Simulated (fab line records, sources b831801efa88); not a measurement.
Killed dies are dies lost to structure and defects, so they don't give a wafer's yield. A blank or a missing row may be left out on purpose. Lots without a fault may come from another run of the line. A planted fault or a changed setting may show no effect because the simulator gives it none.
Problem report in the 8D (eight disciplines) form, filled by code | flow sky130 | the parts of the form that need people (team, actions taken, sign-off) are left out

1. THE PROBLEM
rf_fwd_power_W at SKY_POLY_GATE_ETCH_16 reads a mean of 334.0 W on 6 wafers of 2 lots; wafers without a fault read 398.2 W with a standard deviation of 1.4. That is -46 standard deviations from the usual mean.
The step: etches Si3N4 in CH3F/O2, stops on poly-Si, time 147.5 s, target depth 75 nm.
First seen on wafer L809.2, day 23 13:34, on rie_diel-03. The record holds 18 wafers of 6 lots with a number at this step. Rule for "out", or "out of limits": more than 4 standard deviations from the usual mean. The other wafers with a number count as sound.

2. WHAT IT IS AND WHAT IT IS NOT
question                    | is                     | is not
which readings at this step | rf_fwd_power_W         | drypump_motor_current_A, oes_product_au
which lots                  | L809, L811             | L792, L799, L800, L813
which wafers of those lots  | all that have a number | -
read on which tools         | rie_diel-03            | rie_diel-02
when                        | from day 23 13:34      | up to then (9 sound wafers); but 3 sound wafers of L813 came after

3. SUSPECTS, AND WHAT RULES EACH OUT
Counting: a tool at a process step up to the reading stays a suspect if it ran every lot that is out and no sound lot after the first of them.
- rie_diel-03 at SKY_POLY_GATE_ETCH_15 (etches BARC in N2/H2, stops on SiO2, time 118.5 s, target depth 110 nm): kept. It ran every lot that is out, first L809 (day 23 13:26), and no sound lot after that; its last sound lot up to then is L800 (day 20 08:33).
- rie_diel-03 at SKY_POLY_GATE_ETCH_16 (etches Si3N4 in CH3F/O2, stops on poly-Si, time 147.5 s, target depth 75 nm): kept. It ran every lot that is out, first L809 (day 23 13:34), and no sound lot after that; its last sound lot up to then is L800 (day 20 08:38). Its own readings are out on those wafers: rf_fwd_power_W.
Left after counting: rie_diel-03 at SKY_POLY_GATE_ETCH_15, rie_diel-03 at SKY_POLY_GATE_ETCH_16.

4. THE CAUSE (what the simulator had put in)
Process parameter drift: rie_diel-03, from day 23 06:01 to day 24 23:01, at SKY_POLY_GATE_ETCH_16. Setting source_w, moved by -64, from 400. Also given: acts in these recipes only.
Counting left 2 suspects, and this tool is among them.

5. THE CHAIN OF EFFECTS, in route order
Each row: a reading whose mean over the struck wafers that have a number lies more than 3 standard deviations from the usual. Only readings for which the record gives a usual standard deviation are gone through. hours: the time from each lot's start at the first step in this table that gives one to its start at this step, as a median over the lots. sigmas: the change in usual standard deviations.
hours | step                  | reading        | usual   | on struck wafers | change | sigmas
0     | SKY_POLY_GATE_ETCH_16 | rf_fwd_power_W | 398.2 W | 334.0            | -64.2  | -46
The process steps in it:
- SKY_POLY_GATE_ETCH_16: etches Si3N4 in CH3F/O2, stops on poly-Si, time 147.5 s, target depth 75 nm.

6. WHAT WOULD HAVE CAUGHT IT SOONER
In this record the first reading out of limits was taken at day 23 13:34, 8 hours after the fault began at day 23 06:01.
